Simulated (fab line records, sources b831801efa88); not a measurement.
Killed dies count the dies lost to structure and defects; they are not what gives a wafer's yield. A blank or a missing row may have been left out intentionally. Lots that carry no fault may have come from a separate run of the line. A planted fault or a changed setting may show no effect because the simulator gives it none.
Chamber matching / flow gf180mcu / GF_POLY_GATE_ETCH_13 on rieSi-02: 4 sister chambers
The step etches poly-Si in HBr/Cl2, stops on SiO2, target depth 198.5 nm, time 69.6 s. 16 wafers are shown with their chamber, then 7 later ones without.

## WAFERS PAIRED WITH THEIR CHAMBERS
wafer=L977.4; chamber=0; drypumpMotorCurrentA (A)=5.7; heBacksideLeakSccm (sccm)=2.57; chamberPressureMTorr (mTorr)=10.000
wafer=L977.5; chamber=0; drypumpMotorCurrentA (A)=5.8; heBacksideLeakSccm (sccm)=2.47; chamberPressureMTorr (mTorr)=10.004
wafer=L977.6; chamber=1; drypumpMotorCurrentA (A)=5.7; heBacksideLeakSccm (sccm)=2.51; chamberPressureMTorr (mTorr)=9.987
wafer=L978.1; chamber=0; drypumpMotorCurrentA (A)=5.7; heBacksideLeakSccm (sccm)=2.62; chamberPressureMTorr (mTorr)=9.999
wafer=L978.3; chamber=3; drypumpMotorCurrentA (A)=6.8; heBacksideLeakSccm (sccm)=3.03; chamberPressureMTorr (mTorr)=9.986
wafer=L979.1; chamber=2; drypumpMotorCurrentA (A)=6.4; heBacksideLeakSccm (sccm)=2.64; chamberPressureMTorr (mTorr)=10.009
wafer=L979.3; chamber=0; drypumpMotorCurrentA (A)=5.7; heBacksideLeakSccm (sccm)=2.57; chamberPressureMTorr (mTorr)=10.013
wafer=L979.4; chamber=1; drypumpMotorCurrentA (A)=5.7; heBacksideLeakSccm (sccm)=2.57; chamberPressureMTorr (mTorr)=9.995
wafer=L982.1; chamber=2; drypumpMotorCurrentA (A)=6.4; heBacksideLeakSccm (sccm)=2.61; chamberPressureMTorr (mTorr)=9.994
wafer=L982.2; chamber=1; drypumpMotorCurrentA (A)=5.7; heBacksideLeakSccm (sccm)=2.60; chamberPressureMTorr (mTorr)=9.991
wafer=L982.3; chamber=3; drypumpMotorCurrentA (A)=6.7; heBacksideLeakSccm (sccm)=2.97; chamberPressureMTorr (mTorr)=9.997
wafer=L988.1; chamber=0; drypumpMotorCurrentA (A)=5.7; heBacksideLeakSccm (sccm)=2.75; chamberPressureMTorr (mTorr)=9.993
wafer=L988.5; chamber=3; drypumpMotorCurrentA (A)=6.8; heBacksideLeakSccm (sccm)=2.85; chamberPressureMTorr (mTorr)=10.008
wafer=L988.6; chamber=0; drypumpMotorCurrentA (A)=5.7; heBacksideLeakSccm (sccm)=2.47; chamberPressureMTorr (mTorr)=10.002
wafer=L989.1; chamber=0; drypumpMotorCurrentA (A)=5.8; heBacksideLeakSccm (sccm)=2.32; chamberPressureMTorr (mTorr)=9.995
wafer=L989.3; chamber=3; drypumpMotorCurrentA (A)=6.8; heBacksideLeakSccm (sccm)=2.84; chamberPressureMTorr (mTorr)=10.007

SIGNATURES, as means of the wafers listed above
reading=drypumpMotorCurrentA; chamber 0=5.729; chamber 1=5.700; chamber 2=6.400; chamber 3=6.775; scatter within a chamber=0.0426
reading=heBacksideLeakSccm; chamber 0=2.5386; chamber 1=2.5600; chamber 2=2.6250; chamber 3=2.9225; scatter within a chamber=0.108
reading=chamberPressureMTorr; chamber 0=10.00086; chamber 1=9.99100; chamber 2=10.00150; chamber 3=9.99950; scatter within a chamber=0.00775
Rule: for a wafer and a chamber, the distance is found by dividing, reading by reading, the gap between the wafer's reading and the chamber's mean by the reading's scatter, squaring, summing and taking the root. If the next closest chamber is less than 2 further off than the closest, the wafer can't be placed; otherwise it belongs to the closest. The scatter is the square root of a quotient: the sum, over the shown wafers, of each reading's squared deviation from its chamber's mean, divided by wafers minus chambers.

## WAFERS WHOSE CHAMBER IS MISSING
wafer=L989.5; drypumpMotorCurrentA (A)=6.8; heBacksideLeakSccm (sccm)=2.91; chamberPressureMTorr (mTorr)=10.005
wafer=L993.2; drypumpMotorCurrentA (A)=5.7; heBacksideLeakSccm (sccm)=2.57; chamberPressureMTorr (mTorr)=9.997
wafer=L993.4; drypumpMotorCurrentA (A)=5.7; heBacksideLeakSccm (sccm)=2.46; chamberPressureMTorr (mTorr)=9.992
wafer=L993.6; drypumpMotorCurrentA (A)=6.4; heBacksideLeakSccm (sccm)=2.86; chamberPressureMTorr (mTorr)=10.002
wafer=L998.2; drypumpMotorCurrentA (A)=6.4; heBacksideLeakSccm (sccm)=2.77; chamberPressureMTorr (mTorr)=9.999
wafer=L998.4; drypumpMotorCurrentA (A)=5.8; heBacksideLeakSccm (sccm)=2.72; chamberPressureMTorr (mTorr)=10.010
wafer=L998.6; drypumpMotorCurrentA (A)=5.7; heBacksideLeakSccm (sccm)=2.53; chamberPressureMTorr (mTorr)=9.994

## WHICH CHAMBER EACH ONE RAN IN
wafer=L989.5; from the rows above=3; in truth=3
wafer=L993.2; from the rows above=can't be placed: 1 or 0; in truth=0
wafer=L993.4; from the rows above=can't be placed: 1 or 0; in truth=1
wafer=L993.6; from the rows above=2; in truth=2
wafer=L998.2; from the rows above=2; in truth=2
wafer=L998.4; from the rows above=can't be placed: 0 or 1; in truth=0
wafer=L998.6; from the rows above=can't be placed: 1 or 0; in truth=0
3 of 7 placed correctly. Not placeable from these rows: 4 (in 4, the candidates include the true chamber). 0 placed wrongly.
